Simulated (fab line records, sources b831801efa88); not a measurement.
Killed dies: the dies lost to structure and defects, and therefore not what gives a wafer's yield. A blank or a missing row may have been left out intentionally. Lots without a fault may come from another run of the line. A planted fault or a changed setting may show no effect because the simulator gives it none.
Which tool is to blame? || flow sky130 || at 1 step of a route of 708, 12 lots with 36 wafers sampled

## WHAT THE GAUGES READ, wafer by wafer
SKY_SD_N_TW_MEAS_12.
{"lot": "L075", "measured": "day 28 00:34", "on": "film metro-04", "SD_N_TW": "3956 3943 3916"}
{"lot": "L077", "measured": "day 28 15:07", "on": "film metro-01", "SD_N_TW": "3909 3897 3907"}
{"lot": "L079", "measured": "day 29 09:42", "on": "film metro-02", "SD_N_TW": "3987 3976 4004"}
{"lot": "L081", "measured": "day 30 04:31", "on": "film metro-04", "SD_N_TW": "3923 3920 3920"}
{"lot": "L083", "measured": "day 31 11:46", "on": "film metro-01", "SD_N_TW": "3882 3869 3864"}
{"lot": "L085", "measured": "day 31 18:15", "on": "film metro-04", "SD_N_TW": "3951 3969 3957"}
{"lot": "L087", "measured": "day 33 02:18", "on": "film metro-01", "SD_N_TW": "3875 3850 3855"}
{"lot": "L089", "measured": "day 33 19:37", "on": "film metro-04", "SD_N_TW": "3951 3948 3929"}
{"lot": "L091", "measured": "day 34 00:03", "on": "film metro-04", "SD_N_TW": "3961 3933 3915"}
{"lot": "L093", "measured": "day 34 04:52", "on": "film metro-02", "SD_N_TW": "3981 3987 3969"}
{"lot": "L095", "measured": "day 35 10:20", "on": "film metro-01", "SD_N_TW": "3855 3841 3865"}
{"lot": "L097", "measured": "day 36 03:45", "on": "film metro-04", "SD_N_TW": "3938 3937 3954"}

## WHAT TOOL EACH LOT RAN ON (gives the tool, then ch and the chambers of the sampled wafers, and finally the start)
The record shows no process step preceding these readings.

## THE ANSWER, worked out from the rows above alone
Rule: the usual values come from the lots themselves. Put in order of their means at a reading, lots are off if they are a third of the lots or fewer, leave a main group of 4 or more, and stand apart from it by a gap of 3 or more times the standard deviation of the main group's means; of several such gaps the widest counts. A main group whose means are all the same, to the digits that the tables above print for the reading, isn't used. A lot without any number at a reading at which 4 lots or more have one is off too. All remaining lots with rows at the step are treated as sound.
No lot is off on any of the readings shown, so nothing can be concluded from this.

## WHAT HAD BEEN PUT IN BY THE SIMULATOR
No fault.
